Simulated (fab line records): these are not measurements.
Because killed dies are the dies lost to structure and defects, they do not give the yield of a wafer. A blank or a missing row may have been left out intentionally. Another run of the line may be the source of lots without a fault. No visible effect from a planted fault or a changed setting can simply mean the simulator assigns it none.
A struck lot beside a sound one | flow gf180mcu | 15 steps out of a route of 602
Sound: wafers L551.1, L551.2, L551.4. The struck wafers were L550.3, L550.4, L550.6. The cause comes at the end.
Per side, at each step with rows, come the tool, then ch with its chambers, and then its first start. Under that, the readings that differ: sound wafers | struck wafers | difference of the means | sigmas: that difference in standard deviations of wafers without a fault.
alike: same words and numbers on both sides, and readings whose means sit less than 2 such deviations apart. not compared: any withheld reading, any reading some wafer has no value for, any bound like >300 that may hide the same value, and any number with overlapping values for which the record gives no deviation.
Wherever a step has rows on one side only, a row that says differs or no value, or a row with sigmas, the two part there. Numbers that have no deviation but don't overlap get no sigmas and don't part them. A reading that every wafer of one side lacks parts them only if that side has two wafers or more.

GF_TOP_METAL_SPUTTER_04: material TiN, target thk 25 nm, time 20.8 s.
  struck on pvd sputter-01, day 31 03:14; sound on pvd sputter-01, day 31 05:26
  alike: throttle valve pct
GF_TOP_METAL_RS_MEAS_05: uses a four-point probe to measure.
  struck on film metro-02, day 31 03:18; sound on film metro-02, day 31 05:28
  alike: TOP_METAL_ALCU_RS
GF_TOP_METAL_THK_MEAS_06: measures by xrf.
  struck on film metro-02, day 31 03:24; sound on film metro-02, day 31 05:35
  alike: TOP_METAL_ALCU_THK
then, 7 steps without rows for these wafers: GF_TOP_METAL_DEHYDRATE_07 (time 60 s); GF_TOP_METAL_HMDS_08 (prime time 60 s); GF_TOP_METAL_COAT_09 (resist thk 1500 nm); GF_TOP_METAL_SOFTBAKE_10 (time 60 s); GF_TOP_METAL_EXPOSE_11 (exposes mask MetalTop, target cd 440 nm); GF_TOP_METAL_PEB_12; GF_TOP_METAL_DEVELOP_13 (develop time 60 s).
GF_TOP_METAL_CD_MEAS_14: target cd 440 nm.
  struck on cd sem-01, day 31 20:02; sound on cd sem-02, day 31 22:02
  alike: cd nm
GF_TOP_METAL_OVL_MEAS_15:
  struck on overlay-02, day 31 20:08; sound on overlay-01, day 31 22:10
  alike: TOP_METAL_OVL
GF_TOP_METAL_METAL_ETCH_16: etches the open film in Cl2/BCl3, stops on SiO2, target depth 1077.5 nm, time 175.1 s.
  sound on rie metal-01 ch 0,1, day 31 22:12; struck on rie metal-01 ch 0,1, day 31 20:13
  no value came back on the struck wafers for any of 5 readings (bcl3 flow sccm (sccm), bias w (W) and others); on the sound wafers bcl3 flow sccm (sccm) reads 39.80 40.00 40.00
  reading                                        | sound          | struck         | difference | sigmas
  model.NOVOLAK_of_TOP_METAL_COAT_09.thk nm (nm) | 1073 1078 1076 | 1492 1497 1495 | +419       |
  not compared: rf hours counter h
GF_TOP_METAL_STRIP_17: strips in O2/N2.
  sound on plasma asher-04 ch 0,1, day 31 22:22; struck on plasma asher-02 ch 0,1, day 31 20:22
  reading                      | sound             | struck            | difference | sigmas
  strip time to endpoint s (s) | 13.49 13.55 13.53 | 18.14 18.19 18.19 | +4.65      | +36
  alike: drypump motor current A, heater power w, oes product au
  not compared: rf hours counter h
then, 1 step without rows for these wafers: GF_TOP_METAL_STRIP_18 (strips in post etch residue remover, time 1200 s).

== WHERE THEY PART ==
At GF_TOP_METAL_METAL_ETCH_16 first; at GF_TOP_METAL_STRIP_17 last (within this record only).

WHY: what the simulator had put in
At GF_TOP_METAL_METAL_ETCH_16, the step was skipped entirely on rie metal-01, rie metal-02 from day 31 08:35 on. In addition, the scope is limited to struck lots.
